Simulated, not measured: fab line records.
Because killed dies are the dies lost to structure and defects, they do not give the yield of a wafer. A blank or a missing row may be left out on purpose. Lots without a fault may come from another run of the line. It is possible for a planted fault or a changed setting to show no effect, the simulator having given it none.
Which of the tools did it? + flow sfqLine + 45 wafers sampled from 15 lots at 1 step of a route of 325

== WHAT EACH GAUGE READ, for each wafer ==
The record holds no reading of a measuring or inspecting step that can be judged against a usual standard deviation.

== EACH LOT AND THE TOOL THAT RAN IT (in order: tool; ch and the chambers of the sampled wafers; start) ==
| lot  | SFQ_TRILAYER_M0_BARC_OPEN_METAL_ETCH_031 |
|------|------------------------------------------|
| L326 | rieMetal-02 ch 0,1, day 5 17:56          |
| L327 | rieMetal-02 ch 0,1, day 6 00:02          |
| L328 | rieMetal-01 ch 0,1, day 6 09:38          |
| L329 | rieMetal-02 ch 0,1, day 6 12:02          |
| L330 | rieMetal-02 ch 0,1, day 6 19:16          |
| L331 | rieMetal-04 ch 0,1, day 7 02:20          |
| L332 | rieMetal-02 ch 0,1, day 7 11:56          |
| L333 | rieMetal-01 ch 0,1, day 7 14:21          |
| L334 | rieMetal-04 ch 0,1, day 8 02:13          |
| L335 | rieMetal-04 ch 0,1, day 8 07:01          |
| L336 | rieMetal-02 ch 0,1, day 8 18:58          |
| L337 | rieMetal-02 ch 0, day 8 21:22            |
| L338 | rieMetal-02 ch 0,1, day 8 23:46          |
| L339 | rieMetal-04 ch 0,1, day 9 06:31          |
| L340 | rieMetal-02 ch 0,1, day 9 13:43          |
- SFQ_TRILAYER_M0_BARC_OPEN_METAL_ETCH_031: etches BARC in O2, target depth 125 nm, time 41.7 s.

== WHAT THE TOOLS THEMSELVES READ (means of the sampled wafers that have a number; where no wafer has one, the mark that the record gives instead) ==
SFQ_TRILAYER_M0_BARC_OPEN_METAL_ETCH_031. Usual: biasW 79.96 W, standard deviation 0.24; chamberPressureMTorr 10.000 mTorr, standard deviation 0.0093; drypumpMotorCurrentA 5.55 A, standard deviation 0.22; oesProductAu 0.685 a.u., standard deviation 0.0048; runLengthS 69.9 s, standard deviation 0.44.
| lot  | tool        | biasW (W) | chamberPressureMTorr (mTorr) | drypumpMotorCurrentA (A) | oesProductAu (a.u.) | runLengthS (s) | flag |
|------|-------------|-----------|------------------------------|--------------------------|---------------------|----------------|------|
| L326 | rieMetal-02 | 79.85     | 10.004                       | 5.41                     | 0.682               | 70.2           |      |
| L327 | rieMetal-02 | 79.70     | 10.003                       | 5.42                     | 0.684               | 70.0           |      |
| L328 | rieMetal-01 | 80.37     | 10.000                       | 5.51                     | 0.684               | 70.0           |      |
| L329 | rieMetal-02 | 80.36     | 9.994                        | 5.40                     | 0.690               | 70.0           |      |
| L330 | rieMetal-02 | 79.87     | 9.994                        | 5.42                     | 0.687               | 70.5           |      |
| L331 | rieMetal-04 | 79.91     | 10.003                       | 5.57                     | 0.686               | 70.0           |      |
| L332 | rieMetal-02 | 80.09     | 10.000                       | 5.43                     | 0.685               | 70.1           |      |
| L333 | rieMetal-01 | 79.96     | 10.001                       | 5.49                     | 0.687               | 70.2           |      |
| L334 | rieMetal-04 | 79.83     | 10.003                       | 5.57                     | 0.682               | 69.9           |      |
| L335 | rieMetal-04 | 79.93     | 9.995                        | 5.58                     | 0.688               | 69.8           |      |
| L336 | rieMetal-02 | 79.79     | 9.999                        | 5.62                     | 0.681               | 69.6           |      |
| L337 | rieMetal-02 | 79.88     | 10.003                       | 5.22                     | 0.817               | 61.0           | OFF  |
| L338 | rieMetal-02 | 79.99     | 10.000                       | 5.62                     | 0.818               | 60.3           | OFF  |
| L339 | rieMetal-04 | 80.11     | 9.989                        | 5.58                     | 0.814               | 60.2           | OFF  |
| L340 | rieMetal-02 | 79.85     | 9.994                        | 5.63                     | 0.816               | 60.4           | OFF  |

== THE ANSWER, worked out from the rows above alone ==
Rule: take the mean of a lot's wafers that have a number; if it is more than 3 standard deviations from the usual mean, the lot is off. Also off: a lot with no number at a reading for which 4 or more lots have one. Where the step has rows for the other lots, those lots are counted as sound. First the gauges in route order, then the tools' own readings, where a lot's mean is used as printed above. The first step at which some lot is off is used, and at that step the reading that is off furthest; a lot without a number counts as furthest.
Off: L337, L338, L339, L340 (SFQ_TRILAYER_M0_BARC_OPEN_METAL_ETCH_031, oesProductAu).
If a tool, at that step or one of the process steps before it, ran each lot that is off and ran no sound lot following the first of them, it fits. Of those tried, none fits.

== WHAT THE SIMULATOR HAD PUT IN ==
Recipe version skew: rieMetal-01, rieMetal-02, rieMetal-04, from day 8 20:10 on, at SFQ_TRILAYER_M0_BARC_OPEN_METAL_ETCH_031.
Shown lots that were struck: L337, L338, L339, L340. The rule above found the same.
